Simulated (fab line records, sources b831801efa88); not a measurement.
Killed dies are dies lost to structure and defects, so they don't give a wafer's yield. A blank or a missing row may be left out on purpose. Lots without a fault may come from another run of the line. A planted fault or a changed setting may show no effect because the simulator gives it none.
A struck lot beside a sound one | flow sky130 | 18 steps out of a route of 708
Sound: wafers L569.2, L569.3, L569.6. Struck: wafers L574.2, L574.4, L574.5. The cause comes at the end.
At each step with rows: each side's tool, then ch and its chambers, then its first start. Under that, the readings that differ: sound wafers | struck wafers | difference of the means | sigmas: that difference in standard deviations of wafers without a fault.
alike: readings whose means differ by less than 2 such deviations, and words and numbers that are the same on both sides. not compared: withheld readings, readings that some wafer has no value for, bounds like >300 that may hide the same value, and numbers for which the record gives no deviation and whose values overlap.
The two part at a step that has a row with sigmas, a row that says differs or no value, or rows on one side only. Numbers that don't overlap but have no deviation are shown without sigmas and don't part them. A reading that every wafer of one side lacks parts them only if that side has two wafers or more.

first, 2 steps without rows for these wafers: SKY_CONTACT_PEB_12; SKY_CONTACT_DEVELOP_13 (develop time 60 s).
SKY_CONTACT_CD_MEAS_14: target cd 170 nm.
  sound on cd_sem-02, day 31 03:15; struck on cd_sem-02, day 33 07:17
  alike: cd_nm
SKY_CONTACT_OVL_MEAS_15:
  sound on overlay-02, day 31 03:22; struck on overlay-01, day 33 07:23
  alike: CONTACT_OVL
SKY_CONTACT_ETCH_16: etches BARC in N2/H2, stops on SiO2, time 45.9 s, target depth 60 nm.
  sound on rie_diel-03 ch 1,3, day 31 03:23; struck on rie_diel-02 ch 0,1,2, day 33 07:25
  alike: drypump_motor_current_A, oes_product_au, throttle_valve_pct
  not compared: rf_hours_counter_h
SKY_CONTACT_ETCH_17: etches SiO2 in C4F8/O2/Ar, stops on Si3N4, target depth 340 nm.
  sound on rie_diel-03 ch 1,3, day 31 03:26; struck on rie_diel-02 ch 0,1,2, day 33 07:28
  alike: oes_product_au
SKY_CONTACT_ETCH_18: etches Si3N4 in CHF3/O2, stops on TiN, time 39 s, target depth 75 nm.
  sound on rie_diel-03 ch 1,3; struck on rie_diel-02 ch 0,1,2
  alike: chf3_flow_sccm, drypump_motor_current_A, oes_product_au, throttle_valve_pct
  not compared: rf_hours_counter_h
SKY_CONTACT_STRIP_19: strips in O2/N2.
  sound on plasma_asher-04 ch 0,1, day 31 03:31; struck on plasma_asher-04 ch 0,1, day 33 07:34
  alike: drypump_motor_current_A, oes_product_au, strip_time_to_endpoint_s
  not compared: rf_hours_counter_h
then, 4 steps without rows for these wafers: SKY_CONTACT_STRIP_20 (strips in post etch residue remover, time 1200 s); SKY_CONTACT_CLEAN_21 (cleans in IPA, time 180 s); SKY_CONTACT_CLEAN_22 (cleans in O3/DIW); SKY_CONTACT_SPUTTER_23 (material TiN, target thk 20 nm, time 80 s).
SKY_CONTACT_CVD_24: deposits W, target thk 340 nm, time 102.12 s.
  sound on cvd_w-02 ch 0,1, day 31 04:10; struck on cvd_w-01 ch 0, day 33 08:15
  reading                               | sound         | struck            | difference | sigmas
  heater_power_w (W)                    | 907 817 794   | 936 929 946       | +98        | +2
  model.W_of_CONTACT_CVD_24.thk_nm (nm) | 341.1 338 341 | 384.2 381.6 382.3 | +42.7      |
SKY_CONTACT_RS_MEAS_25: measures by four-point-probe.
  sound on film_metro-01, day 31 04:18; struck on film_metro-03, day 33 08:47
  reading               | sound             | struck            | difference | sigmas
  CONTACT_W_RS (ohm/sq) | 0.337 0.339 0.336 | 0.298 0.300 0.300 | -0.038     | -8
  not compared: hold
SKY_CONTACT_THK_MEAS_26: measures by xrf.
  sound on film_metro-01, day 31 04:25; struck on film_metro-03, day 33 10:34
  reading            | sound       | struck      | difference | sigmas
  CONTACT_W_THK (nm) | 336 334 338 | 372 370 370 | +35        | +7
  not compared: hold
SKY_CONTACT_CMP_27: polishes, stops on SiO2, t overpolish 15 s, target thk 0 nm.
  sound on cmp-01 ch 1,2, day 31 04:31; struck on cmp-01 ch 0,1,3, day 33 13:00
  reading                | sound    | struck                                                                     | difference                   | sigmas
  hold                   | - - -    | await_dispo/2.3h/release await_dispo/2.3h/release await_dispo/2.3h/release | no value on the sound wafers |
  time_to_endpoint_s (s) | 88 85 85 | 96 95 98                                                                   | +10                          | +3
  alike: motor_current_A
SKY_METAL1_SPUTTER_00: material Ti, target thk 15 nm, time 10 s.
  sound on pvd_sputter-01, day 31 04:46; struck on pvd_sputter-02, day 33 13:15
  alike: chamber_pressure_pa, throttle_valve_pct
-- the record jumps here: 13 days lie between the struck wafers' starts before and after (it left off in module METAL1 and takes up again in module PAD_OPEN, whose first step shown is number 708 of the route) --
SKY_PAD_OPEN_PROBE_99:
  the record has rows for the struck wafers here (prober-01, day 47 00:57) and none for the sound ones

WHERE THEY PART
First at SKY_CONTACT_CVD_24; last, within this record, at SKY_PAD_OPEN_PROBE_99.

WHY: what the simulator had put in
Process parameter drift: cvd_w-01, from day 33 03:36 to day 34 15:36, at SKY_CONTACT_CVD_24. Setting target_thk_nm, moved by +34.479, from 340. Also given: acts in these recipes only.
